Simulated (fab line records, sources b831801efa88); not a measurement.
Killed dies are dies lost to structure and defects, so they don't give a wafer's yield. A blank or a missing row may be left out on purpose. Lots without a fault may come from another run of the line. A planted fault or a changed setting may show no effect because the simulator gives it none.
A struck lot beside a sound one | flow sky130 | 15 steps out of a route of 708
Sound: wafers L411.1, L411.2, L411.6. Struck: wafer L417.4. The cause comes at the end.
At each step with rows: each side's tool, then ch and its chambers, then its first start. Under that, the readings that differ: sound wafers | struck wafers | difference of the means | sigmas: that difference in standard deviations of wafers without a fault.
alike: readings whose means differ by less than 2 such deviations, and words and numbers that are the same on both sides. not compared: withheld readings, readings that some wafer has no value for, bounds like >300 that may hide the same value, and numbers for which the record gives no deviation and whose values overlap.
The two part at a step that has a row with sigmas, a row that says differs or no value, or rows on one side only. Numbers that don't overlap but have no deviation are shown without sigmas and don't part them. A reading that every wafer of one side lacks parts them only if that side has two wafers or more.

first, 2 steps without rows for these wafers: SKY_CAP2M_PEB_10; SKY_CAP2M_DEVELOP_11 (develop time 60 s).
SKY_CAP2M_OVL_MEAS_12:
  sound on overlay-02, day 43 22:30; struck on overlay-02, day 45 21:27
  alike: CAP2M_OVL
SKY_CAP2M_METAL_ETCH_13: etches TiN in Cl2/BCl3, stops on SiO2, target depth 220 nm, time 62.9 s.
  sound on rie_metal-02 ch 0,1, day 43 22:32; struck on rie_metal-02 ch 0, day 45 21:29
  reading               | sound             | struck | difference | sigmas
  oes_product_au (a.u.) | 0.946 0.955 0.955 | 0.937  | -0.015     | -2
  alike: drypump_motor_current_A, throttle_valve_pct
  not compared: rf_hours_counter_h
SKY_CAP2M_STRIP_14: strips in O2/N2.
  sound on plasma_asher-02 ch 0,1, day 43 22:37; struck on plasma_asher-04 ch 0, day 45 21:35
  alike: drypump_motor_current_A, oes_product_au, strip_time_to_endpoint_s
  not compared: rf_hours_counter_h
then, 7 steps without rows for these wafers: SKY_CAP2M_STRIP_15 (strips in post etch residue remover, time 1200 s); SKY_CAP2M_CLEAN_16 (cleans in IPA, time 180 s); SKY_CAP2M_CLEAN_17 (cleans in O3/DIW); SKY_METAL4_DEHYDRATE_05 (time 60 s); SKY_METAL4_HMDS_06 (prime time 60 s); SKY_METAL4_COAT_07 (resist thk 60 nm); SKY_METAL4_COAT_08 (resist thk 1140 nm).
SKY_METAL4_SOFTBAKE_09: time 90 s.
  sound on litho_track-02 ch 0, day 44 09:00; struck on litho_track-04 ch 0, day 46 08:00
  reading                  | sound               | struck | difference | sigmas
  heater_power_total_W (W) | 57.14 57.35 57.50   | 57.71  | +0.38      | +3
  plate_temp_C (C)         | 99.98 100.03 100.25 | 100.59 | +0.50      | +4
then, 1 step without rows for these wafers: SKY_METAL4_EXPOSE_10 (exposes mask MM4, target cd 300 nm).
SKY_PAD_OPEN_PROBE_99:
  the record has rows for the sound wafers here (prober-02, day 48 13:29) and none for the struck ones

WHERE THEY PART
First at SKY_CAP2M_METAL_ETCH_13; last, within this record, at SKY_PAD_OPEN_PROBE_99.

WHY: what the simulator had put in
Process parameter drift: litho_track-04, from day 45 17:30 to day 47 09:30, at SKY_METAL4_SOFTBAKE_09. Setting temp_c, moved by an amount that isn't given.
